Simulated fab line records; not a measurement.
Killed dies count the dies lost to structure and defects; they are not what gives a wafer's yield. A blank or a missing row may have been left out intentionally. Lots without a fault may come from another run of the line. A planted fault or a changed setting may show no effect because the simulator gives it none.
Which of the tools did it? + flow gf180mcu + 13 lots, 39 wafers sampled, at 5 steps of a route of 602

WHAT THE GAUGES SHOWED, per wafer
GF_HV_LDD_RS_MEAS_53: a four-point-probe measurement.
| lot  | measured     | on           | HV_LDD_RS (ohm/sq) |
|------|--------------|--------------|--------------------|
| L276 | day 12 08:44 | filmMetro-03 | 418.5 419.3 418.9  |
| L278 | day 12 17:44 | filmMetro-02 | 420.8 420.4 419.8  |
| L280 | day 14 01:19 | filmMetro-02 | 419.7 419.7 418.7  |
| L281 | day 14 11:46 | filmMetro-03 | 419.8 419.1 420.9  |
| L284 | day 15 17:20 | filmMetro-03 | 417.7 417.0 419.2  |
| L285 | day 15 16:02 | filmMetro-03 | 418.1 417.0 418.6  |
| L287 | day 16 13:28 | filmMetro-01 | 417.6 417.3 417.4  |
| L289 | day 16 22:48 | filmMetro-01 | 417.3 416.4 416.9  |
| L294 | day 18 06:11 | filmMetro-01 | - - -              |
| L295 | day 18 14:10 | filmMetro-03 | - - -              |
| L296 | day 18 15:02 | filmMetro-03 | 417.6 417.0 417.2  |
| L297 | day 19 02:35 | filmMetro-01 | 420.0 419.0 418.5  |
| L299 | day 19 19:17 | filmMetro-02 | 418.8 419.2 419.4  |

GF_HV_LDD_THK_MEAS_55.
| lot  | measured     | on           | HV_LDD_CVD_54_THK (nm) |
|------|--------------|--------------|------------------------|
| L276 | day 12 11:31 | filmMetro-01 | 9.80 9.91 9.93         |
| L278 | day 12 18:52 | filmMetro-01 | 9.98 9.93 9.99         |
| L280 | day 14 02:28 | filmMetro-03 | 10.05 10.11 9.99       |
| L281 | day 14 12:55 | filmMetro-03 | 9.98 9.89 9.88         |
| L284 | day 15 18:35 | filmMetro-01 | 9.95 9.95 9.99         |
| L285 | day 15 18:16 | filmMetro-01 | 9.95 10.00 10.07       |
| L287 | day 16 14:37 | filmMetro-02 | 9.79 9.81 9.90         |
| L289 | day 17 00:40 | filmMetro-02 | 10.08 10.10 10.01      |
| L294 | day 18 07:18 | filmMetro-02 | 10.13 10.02 10.09      |
| L295 | day 18 15:17 | filmMetro-01 | 10.12 9.98 10.02       |
| L296 | day 18 16:18 | filmMetro-02 | 9.77 9.75 9.83         |
| L297 | day 19 03:42 | filmMetro-03 | 10.04 10.09 10.17      |
| L299 | day 19 20:29 | filmMetro-03 | 10.32 10.17 10.29      |

WHICH TOOL RAN EACH LOT (tool, then ch and the chambers of the sampled wafers, then the start)
| lot  | GF_POLY_GATE_ETCH_13            | GF_HV_LDD_STRIP_10                  | GF_HV_LDD_IMPLANT_35            |
|------|---------------------------------|-------------------------------------|---------------------------------|
| L276 | rieSi-01 ch 0,1, day 9 04:04    | plasmaAsher-01 ch 0,1, day 10 03:24 | implanter-04 ch 0, day 11 15:24 |
| L278 | rieSi-01 ch 0,2,3, day 9 17:03  | plasmaAsher-03 ch 0,1, day 10 14:03 | implanter-03 ch 0, day 12 00:23 |
| L280 | rieSi-01 ch 0,1, day 10 15:53   | plasmaAsher-02 ch 0,1, day 11 16:15 | implanter-04 ch 0, day 13 04:15 |
| L281 | rieSi-02 ch 0,1,3, day 11 00:56 | plasmaAsher-03 ch 0,1, day 12 02:21 | implanter-02 ch 0, day 13 15:09 |
| L284 | rieSi-01 ch 0,1,2, day 11 13:17 | plasmaAsher-02 ch 0,1, day 13 01:03 | implanter-04 ch 0, day 14 19:10 |
| L285 | rieSi-02 ch 0,2,3, day 11 23:50 | plasmaAsher-01 ch 0,1, day 13 00:39 | implanter-04 ch 0, day 14 17:53 |
| L287 | rieSi-02 ch 0,2,3, day 12 21:49 | plasmaAsher-02 ch 1, day 13 18:48   | implanter-03 ch 0, day 15 13:42 |
| L289 | rieSi-02 ch 0,3, day 13 07:39   | plasmaAsher-02 ch 0,1, day 14 05:03 | implanter-02 ch 0, day 15 23:58 |
| L294 | rieSi-01 ch 0,2,3, day 14 09:04 | plasmaAsher-03 ch 0,1, day 15 09:23 | implanter-02 ch 0, day 17 06:23 |
| L295 | rieSi-01 ch 0,3, day 14 12:39   | plasmaAsher-02 ch 0,1, day 15 15:54 | implanter-02 ch 0, day 17 13:56 |
| L296 | rieSi-02 ch 1,2, day 14 15:19   | plasmaAsher-01 ch 0,1, day 15 16:12 | implanter-04 ch 0, day 17 14:30 |
| L297 | rieSi-02 ch 1,2, day 15 03:35   | plasmaAsher-02 ch 0,1, day 16 03:46 | implanter-03 ch 0, day 18 02:02 |
| L299 | rieSi-02 ch 0,1,2, day 15 19:21 | plasmaAsher-02 ch 0,1, day 16 19:15 | implanter-03 ch 0, day 18 18:38 |
- GF_POLY_GATE_ETCH_13: etches poly-Si in HBr/Cl2, stops on SiO2, target depth 198.5 nm, time 69.6 s.
- GF_HV_LDD_STRIP_10: strips in O2/N2.
- GF_HV_LDD_IMPLANT_35

WHAT THE TOOLS THEMSELVES READ (means of the sampled wafers that have a number; where no wafer has one, the mark that the record gives instead)
GF_POLY_GATE_ETCH_13.
| lot  | tool     | drypumpMotorCurrentA (A) | oesProductAu (a.u.) | rfFwdPowerW (W) | throttleValvePct (%) |
|------|----------|--------------------------|---------------------|-----------------|----------------------|
| L276 | rieSi-01 | 5.4                      | 0.998               | 397.6           | 33.696               |
| L278 | rieSi-01 | 5.5                      | 0.995               | 396.4           | 33.681               |
| L280 | rieSi-01 | 5.6                      | 0.992               | 394.3           | 33.679               |
| L281 | rieSi-02 | 6.1                      | 0.997               | 397.2           | 33.683               |
| L284 | rieSi-01 | 5.7                      | 0.999               | 396.8           | 33.694               |
| L285 | rieSi-02 | 5.7                      | 0.995               | 396.3           | 33.677               |
| L287 | rieSi-02 | 5.6                      | 0.990               | 397.4           | 33.679               |
| L289 | rieSi-02 | 5.7                      | 0.987               | 396.3           | 33.688               |
| L294 | rieSi-01 | 5.5                      | 0.990               | 398.0           | 33.680               |
| L295 | rieSi-01 | 5.2                      | 0.997               | 398.8           | 33.677               |
| L296 | rieSi-02 | 6.0                      | 0.995               | 399.2           | 33.687               |
| L297 | rieSi-02 | 5.5                      | 0.999               | 398.2           | 33.687               |
| L299 | rieSi-02 | 6.0                      | 0.990               | 396.9           | 33.682               |

GF_HV_LDD_STRIP_10.
| lot  | tool           | drypumpMotorCurrentA (A) | heaterPowerW (W) | oesProductAu (a.u.) | stripTimeToEndpointS (s) |
|------|----------------|--------------------------|------------------|---------------------|--------------------------|
| L276 | plasmaAsher-01 | 5.75                     | 348              | 0.718               | 12.67                    |
| L278 | plasmaAsher-03 | 5.93                     | 344              | 0.712               | 12.70                    |
| L280 | plasmaAsher-02 | 5.92                     | 318              | 0.709               | 12.66                    |
| L281 | plasmaAsher-03 | 5.92                     | 341              | 0.718               | 12.67                    |
| L284 | plasmaAsher-02 | 5.93                     | 354              | 0.715               | 12.63                    |
| L285 | plasmaAsher-01 | 5.75                     | 340              | 0.718               | 12.66                    |
| L287 | plasmaAsher-02 | 5.91                     | 280              | 0.708               | 12.63                    |
| L289 | plasmaAsher-02 | 5.91                     | 325              | 0.720               | 12.65                    |
| L294 | plasmaAsher-03 | 5.95                     | 346              | 0.716               | 12.62                    |
| L295 | plasmaAsher-02 | 5.92                     | 314              | 0.717               | 12.65                    |
| L296 | plasmaAsher-01 | 5.75                     | 344              | 0.711               | 12.69                    |
| L297 | plasmaAsher-02 | 5.90                     | 324              | 0.716               | 12.61                    |
| L299 | plasmaAsher-02 | 5.92                     | 320              | 0.711               | 12.65                    |

THE ANSWER, worked out from the rows above alone
Rule: the lots themselves supply what counts as usual. Put in order of their means at a reading, lots are off if they are a third of the lots or fewer, leave a main group of 4 or more, and stand apart from it by a gap of 3 or more times the standard deviation of the main group's means; of several such gaps the widest counts. A main group is skipped when, at the precision printed for the reading in the tables above, its means are all equal. Also off: a lot with no number at a reading for which 4 or more lots have one. All remaining lots with rows at the step are treated as sound. After the gauges, taken in route order, come the tools' own readings; for these a lot's mean is taken, as printed above. The first step at which some lot is off is used, and at that step the reading that is off furthest; a lot without a number counts as furthest.
Off: L294, L295, seen at GF_HV_LDD_RS_MEAS_53 (HV_LDD_RS). Without a number there: L294, L295. The main group: mean 418.6 ohm/sq, standard deviation 1.1.
If a tool, at a process step before that reading, ran all the lots that are off and no sound lot after the first of them, it fits. Those tools and the gauges at GF_HV_LDD_RS_MEAS_53 are tried in the same way. Undecided on this evidence; 2 tools fit (rieSi-01 at GF_POLY_GATE_ETCH_13, implanter-02 at GF_HV_LDD_IMPLANT_35).

WHAT THE SIMULATOR HAD INSERTED
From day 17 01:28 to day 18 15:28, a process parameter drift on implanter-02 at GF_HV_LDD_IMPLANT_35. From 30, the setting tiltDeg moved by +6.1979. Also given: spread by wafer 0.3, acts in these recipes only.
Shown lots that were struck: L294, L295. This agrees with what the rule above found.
